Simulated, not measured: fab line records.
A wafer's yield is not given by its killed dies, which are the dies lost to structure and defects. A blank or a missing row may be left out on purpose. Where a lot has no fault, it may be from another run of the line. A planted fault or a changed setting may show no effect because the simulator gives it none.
A struck lot beside a sound one + flow sky130 + 17 steps out of a route of 708
Sound: wafers L208.1, L208.2, L208.6. Wafers L218.1, L218.5, L218.6 were the ones struck. The cause is named last.
For every step that has rows: the tool of each side, followed by ch and its chambers, followed by its first start. Under that, the readings that differ: sound wafers + struck wafers + difference of the means + sigmas: that difference in standard deviations of wafers without a fault.
alike: readings with means less than 2 such deviations apart, plus words and numbers identical on both sides. not compared: withheld readings, readings lacking a value on some wafer, bounds such as >300 that could conceal the same value, and numbers that have no deviation in the record and whose values overlap.
A row with sigmas, a row that says differs or no value, or rows on one side alone: a step with any of these is where the two part. Numbers that have no deviation but don't overlap get no sigmas and don't part them. A reading that every wafer of one side lacks parts them only if that side has two wafers or more.

first, 2 steps without rows for these wafers: SKY_NWELL_IMPLANT_12; SKY_NWELL_IMPLANT_13.
SKY_NWELL_STRIP_14: strips in O2/N2.
  sound on plasma asher-02 ch 0,1, day 4 18:24; struck on plasma asher-04 ch 0,1, day 7 00:26
  alike: drypump motor current A, oes product au, strip time to endpoint s
  not compared: rf hours counter h
SKY_NWELL_TW_MEAS_15:
  sound on film metro-04, day 4 18:30; struck on film metro-01, day 7 00:32
| reading  | sound          | struck         | difference | sigmas |
|----------|----------------|----------------|------------|--------|
| NWELL_TW | 1866 1875 1864 | 1811 1800 1811 | -61        | -3     |
then, 7 steps without rows for these wafers: SKY_NWELL_DEHYDRATE_16 (time 60 s); SKY_NWELL_HMDS_17 (prime time 60 s); SKY_NWELL_COAT_18 (resist thk 3000 nm); SKY_NWELL_SOFTBAKE_19; SKY_NWELL_EXPOSE_20 (exposes mask NWM COMPLEMENT, target cd 840 nm); SKY_NWELL_PEB_21; SKY_NWELL_DEVELOP_22 (develop time 60 s).
SKY_NWELL_OVL_MEAS_23:
  sound on overlay-02, day 5 08:46; struck on overlay-01, day 7 20:13
  alike: NWELL_01_OVL
SKY_NWELL_IMPLANT_24:
  sound on implanter-03 ch 0, day 5 08:47; struck on implanter-03 ch 0, day 7 20:14
| reading            | sound                         | struck                          | difference  | sigmas      |
|--------------------|-------------------------------|---------------------------------|-------------|-------------|
| dose ions cm2      | 9.186e+12 9.195e+12 9.194e+12 | 3.9293e+13 3.9285e+13 3.928e+13 | +3.0094e+13 | +99 or more |
| faraday current uA | 51.7 49.9 53.0                | 222.9 215.8 214.8               | +166.3      | +99 or more |
SKY_NWELL_STRIP_25: strips in O2/N2.
  sound on plasma asher-04 ch 0,1, day 5 08:56; struck on plasma asher-01 ch 0,1, day 7 20:23
  alike: drypump motor current A, oes product au, strip time to endpoint s
  not compared: rf hours counter h
SKY_NWELL_TW_MEAS_26:
  sound on film metro-04, day 5 09:02; struck on film metro-04, day 7 20:29
| reading    | sound       | struck      | difference | sigmas |
|------------|-------------|-------------|------------|--------|
| NWELL_2_TW | 513 508 509 | 802 807 811 | +297       | +49    |
then, 1 step without rows for these wafers: SKY_NWELL_CLEAN_27 (cleans in SC1/SC2, time 150 s).
-- the record jumps here: 41 days lie between the struck wafers' starts before and after (it left off in module NWELL and takes up again in module PAD_OPEN, whose first step shown is number 708 of the route) --
SKY_PAD_OPEN_PROBE_99:
  sound on prober-02, day 45 21:33; struck on prober-01, day 48 11:10
| reading                                    | sound                         | struck                        | difference | sigmas |
|--------------------------------------------|-------------------------------|-------------------------------|------------|--------|
| killed at front end                        | 10 10 16                      | 18 20 28                      | +10        | +2     |
| model.etest.pfet_16v.r on ohm um           | 1.532e+04 1.485e+04 1.48e+04  | 8871 8770 8934                | -6132      |        |
| model.etest.nfet_16v.r on ohm um           | 1.402e+04 1.395e+04 1.392e+04 | 1.755e+04 1.754e+04 1.788e+04 | +3.693e+03 |        |
| model.etest.res iso pwell.rs ohm sq        | 3050 2920 2887                | 1092 1085 1093                | -1862      |        |
| model.etest.res pwell under gate.rs ohm sq | 2272 2279 2279                | 881.5 881 883.9               | -1394.5    |        |
| model.etest.res iso pwell.line ohm um      | 1152 1113 1100                | 402.1 388 396.7               | -726.1     |        |
| model.etest.tip_n_5v.rs ohm sq             | 1404 1401 1391                | 1640 1631 1628                | +234       |        |
| model.etest.tip sonos.rs ohm sq            | 2697 2699 2677                | 2734 2733 2775                | +56        |        |
| model.etest.res deep nwell.rs ohm sq       | 2211 2217 2243                | 2355 2324 2322                | +110       |        |
  alike: killed_at_M0_to_M3, killed_at_M4_up, killed at contacts, killed at other, killed dies, killed on rim, killed open, killed short

WHERE THEY PART
Last at SKY_PAD_OPEN_PROBE_99 as far as this record goes, first at SKY_NWELL_TW_MEAS_15.

WHY: what had been put in by the simulator
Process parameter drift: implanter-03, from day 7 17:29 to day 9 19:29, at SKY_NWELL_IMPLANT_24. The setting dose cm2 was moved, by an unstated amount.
